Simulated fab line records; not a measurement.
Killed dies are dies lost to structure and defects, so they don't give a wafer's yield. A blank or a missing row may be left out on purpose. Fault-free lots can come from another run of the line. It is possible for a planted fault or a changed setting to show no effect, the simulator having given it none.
Which tool was responsible? + flow gf180mcu + 39 wafers from 13 lots sampled at 5 of the route's 602 steps

WHAT THE GAUGES SHOWED, per wafer
GF_PSD_RS_MEAS_15: measurement is done with a four-point probe.
| lot  | measured     | on            | PSD_RS (ohm/sq)   |
|------|--------------|---------------|-------------------|
| L919 | day 14 08:11 | film-metro-04 | 108.8 109.3 109.2 |
| L920 | day 14 14:54 | film-metro-04 | 108.5 108.6 108.5 |
| L921 | day 15 01:21 | film-metro-01 | 108.8 108.7 108.9 |
| L922 | day 15 08:01 | film-metro-01 | 108.7 108.4 108.9 |
| L924 | day 16 03:07 | film-metro-02 | 108.6 108.2 108.7 |
| L925 | day 16 07:54 | film-metro-01 | 108.6 108.6 108.5 |
| L926 | day 16 21:22 | film-metro-01 | 108.2 108.4 108.4 |
| L931 | day 18 17:13 | film-metro-01 | 109.2 108.8 109.1 |
| L934 | day 19 20:54 | film-metro-01 | 108.6 108.6 108.7 |
| L935 | day 20 07:06 | film-metro-04 | 108.5 108.5 108.4 |
| L936 | day 20 13:41 | film-metro-02 | 108.0 108.5 108.6 |
| L937 | day 20 18:22 | film-metro-02 | 108.7 108.7 108.9 |
| L940 | day 21 22:19 | film-metro-01 | 108.4 108.2 108.6 |

GF_SAB_CD_MEAS_09: the cd target is 420 nm.
| lot  | measured     | on        | cd-nm (nm)        |
|------|--------------|-----------|-------------------|
| L919 | day 15 05:53 | cd-sem-02 | 417.4 418.1 418.4 |
| L920 | day 15 12:02 | cd-sem-02 | 422.6 421.8 419.6 |
| L921 | day 15 23:15 | cd-sem-01 | 417.2 416.7 417.7 |
| L922 | day 16 06:09 | cd-sem-01 | 417.0 417.9 416.3 |
| L924 | day 17 01:43 | cd-sem-02 | 422.8 421.8 423.1 |
| L925 | day 17 06:45 | cd-sem-02 | 424.4 423.5 420.7 |
| L926 | day 17 20:41 | cd-sem-02 | 420.3 422.2 421.9 |
| L931 | day 19 17:23 | cd-sem-02 | 419.4 418.6 419.6 |
| L934 | day 20 21:25 | cd-sem-01 | 417.5 417.9 417.5 |
| L935 | day 21 07:29 | cd-sem-02 | 418.3 419.4 418.4 |
| L936 | day 21 13:33 | cd-sem-01 | 424.0 423.5 423.2 |
| L937 | day 21 18:41 | cd-sem-01 | 419.8 416.4 416.3 |
| L940 | day 22 22:29 | cd-sem-02 | 425.9 426.3 424.9 |

GF_SALICIDE_RS_MEAS_04: measurement is done with a four-point probe.
| lot  | measured     | on            | SALICIDE_TIN_RS (ohm/sq) |
|------|--------------|---------------|--------------------------|
| L919 | day 15 06:27 | film-metro-02 | 16.19 16.39 16.51        |
| L920 | day 15 12:36 | film-metro-01 | 16.56 16.38 16.51        |
| L921 | day 15 23:48 | film-metro-02 | 16.27 16.76 16.10        |
| L922 | day 16 06:43 | film-metro-01 | 16.07 15.87 16.08        |
| L924 | day 17 02:17 | film-metro-03 | 15.97 16.01 16.11        |
| L925 | day 17 07:19 | film-metro-01 | 15.95 15.80 15.77        |
| L926 | day 17 21:14 | film-metro-02 | 16.41 16.64 16.48        |
| L931 | day 19 17:55 | film-metro-01 | 16.42 16.55 16.09        |
| L934 | day 20 22:02 | film-metro-02 | 14.96 14.86 14.97        |
| L935 | day 21 08:13 | film-metro-02 | 16.45 16.46 16.50        |
| L936 | day 21 14:07 | film-metro-02 | 14.79 14.78 14.70        |
| L937 | day 21 19:14 | film-metro-01 | 15.93 15.88 15.96        |
| L940 | day 22 23:10 | film-metro-01 | 15.98 16.11 15.98        |

TOOL THAT RAN EACH LOT (tool first, then ch and the chambers of the sampled wafers, then the start)
| lot  | GF_HV_LDD_STRIP_37                   | GF_SALICIDE_SPUTTER_02       |
|------|--------------------------------------|------------------------------|
| L919 | plasma-asher-03 ch 0,1, day 11 15:53 | pvd-sputter-02, day 15 06:20 |
| L920 | plasma-asher-01 ch 0,1, day 11 21:59 | pvd-sputter-04, day 15 12:33 |
| L921 | plasma-asher-03 ch 0,1, day 12 06:26 | pvd-sputter-03, day 15 23:43 |
| L922 | plasma-asher-03 ch 0,1, day 12 12:05 | pvd-sputter-02, day 16 06:40 |
| L924 | plasma-asher-01 ch 0,1, day 13 07:02 | pvd-sputter-03, day 17 02:14 |
| L925 | plasma-asher-03 ch 0,1, day 13 11:53 | pvd-sputter-02, day 17 07:15 |
| L926 | plasma-asher-04 ch 0,1, day 13 23:06 | pvd-sputter-03, day 17 21:11 |
| L931 | plasma-asher-03 ch 0,1, day 15 15:38 | pvd-sputter-02, day 19 17:50 |
| L934 | plasma-asher-04 ch 0,1, day 16 16:51 | pvd-sputter-04, day 20 21:57 |
| L935 | plasma-asher-01 ch 0,1, day 17 02:21 | pvd-sputter-02, day 21 08:10 |
| L936 | plasma-asher-01 ch 0,1, day 17 08:10 | pvd-sputter-04, day 21 14:02 |
| L937 | plasma-asher-01 ch 0,1, day 17 13:58 | pvd-sputter-02, day 21 19:11 |
| L940 | plasma-asher-01 ch 0,1, day 18 16:01 | pvd-sputter-02, day 22 23:07 |
- GF_HV_LDD_STRIP_37: strips in O2/N2.
- GF_SALICIDE_SPUTTER_02: material Co, target thk 10 nm, time 20 s.

WHAT THE TOOLS THEMSELVES READ (means of the sampled wafers that have a number; where no wafer has one, the mark that the record gives instead)
GF_HV_LDD_STRIP_37.
| lot  | tool            | chamber-pressure-mTorr (mTorr) | drypump-motor-current-A (A) | heater-power-w (W) | oes-product-au (a.u.) | strip-time-to-endpoint-s (s) |
|------|-----------------|--------------------------------|-----------------------------|--------------------|-----------------------|------------------------------|
| L919 | plasma-asher-03 | 1500.8                         | 6.0                         | 342                | 0.716                 | 12.60                        |
| L920 | plasma-asher-01 | 1499.7                         | 6.7                         | 305                | 0.715                 | 12.68                        |
| L921 | plasma-asher-03 | 1499.9                         | 6.0                         | 341                | 0.716                 | 12.66                        |
| L922 | plasma-asher-03 | 1501.6                         | 6.1                         | 339                | 0.716                 | 12.64                        |
| L924 | plasma-asher-01 | 1500.4                         | 6.6                         | 306                | 0.712                 | 12.61                        |
| L925 | plasma-asher-03 | 1498.4                         | 6.0                         | 328                | 0.714                 | 12.65                        |
| L926 | plasma-asher-04 | 1499.7                         | 5.5                         | 310                | 0.715                 | 12.69                        |
| L931 | plasma-asher-03 | 1500.7                         | 6.0                         | 337                | 0.716                 | 12.69                        |
| L934 | plasma-asher-04 | 1500.9                         | 5.5                         | 310                | 0.718                 | 12.64                        |
| L935 | plasma-asher-01 | 1499.8                         | 6.7                         | 308                | 0.716                 | 12.67                        |
| L936 | plasma-asher-01 | 1499.2                         | 6.7                         | 311                | 0.719                 | 12.64                        |
| L937 | plasma-asher-01 | 1499.9                         | 6.7                         | 307                | 0.721                 | 12.63                        |
| L940 | plasma-asher-01 | 1497.7                         | 6.6                         | 301                | 0.714                 | 12.63                        |

GF_SALICIDE_SPUTTER_02.
| lot  | tool           | throttle-valve-pct (%) |
|------|----------------|------------------------|
| L919 | pvd-sputter-02 | 30.1                   |
| L920 | pvd-sputter-04 | 29.9                   |
| L921 | pvd-sputter-03 | 30.2                   |
| L922 | pvd-sputter-02 | 28.2                   |
| L924 | pvd-sputter-03 | 30.3                   |
| L925 | pvd-sputter-02 | 29.3                   |
| L926 | pvd-sputter-03 | 30.5                   |
| L931 | pvd-sputter-02 | 28.2                   |
| L934 | pvd-sputter-04 | 29.8                   |
| L935 | pvd-sputter-02 | 28.9                   |
| L936 | pvd-sputter-04 | 30.5                   |
| L937 | pvd-sputter-02 | 29.7                   |
| L940 | pvd-sputter-02 | 29.6                   |

THE ANSWER, worked out from the rows above alone
Rule: what is usual is taken from the lots themselves. Put in order of their means at a reading, lots are off if they are a third of the lots or fewer, leave a main group of 4 or more, and stand apart from it by a gap of 3 or more times the standard deviation of the main group's means; of several such gaps the widest counts. A main group whose means are all the same, to the digits that the tables above print for the reading, isn't used. A lot without any number at a reading at which 4 lots or more have one is off too. Any other lot the step has rows for is counted as sound. Order of review: gauges by route order, followed by the tools' own readings, for which a lot's mean as printed above is used. At the first step where some lot is off, the reading lying furthest off is the one used; lots without a number count as furthest.
Off: L934, L936, seen at GF_SALICIDE_RS_MEAS_04 (SALICIDE_TIN_RS). The main group: mean 16.22 ohm/sq, standard deviation 0.24.
A tool fits if, at a process step before that reading, it ran every lot that is off, and no sound lot after the first of them. Gauges at GF_SALICIDE_RS_MEAS_04: tried the same way as those tools. One fits: pvd-sputter-04 at GF_SALICIDE_SPUTTER_02. Its last sound lot is L920 (day 15 12:33), its first lot that is off L934 (day 20 21:57): a fault that began between those two fits.

WHAT HAD BEEN PUT IN BY THE SIMULATOR
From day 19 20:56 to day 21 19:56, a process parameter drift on pvd-sputter-04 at GF_SALICIDE_SPUTTER_02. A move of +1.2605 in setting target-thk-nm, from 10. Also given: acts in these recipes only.
Struck lots among those shown: L934, L936. The same result came from the rule above.
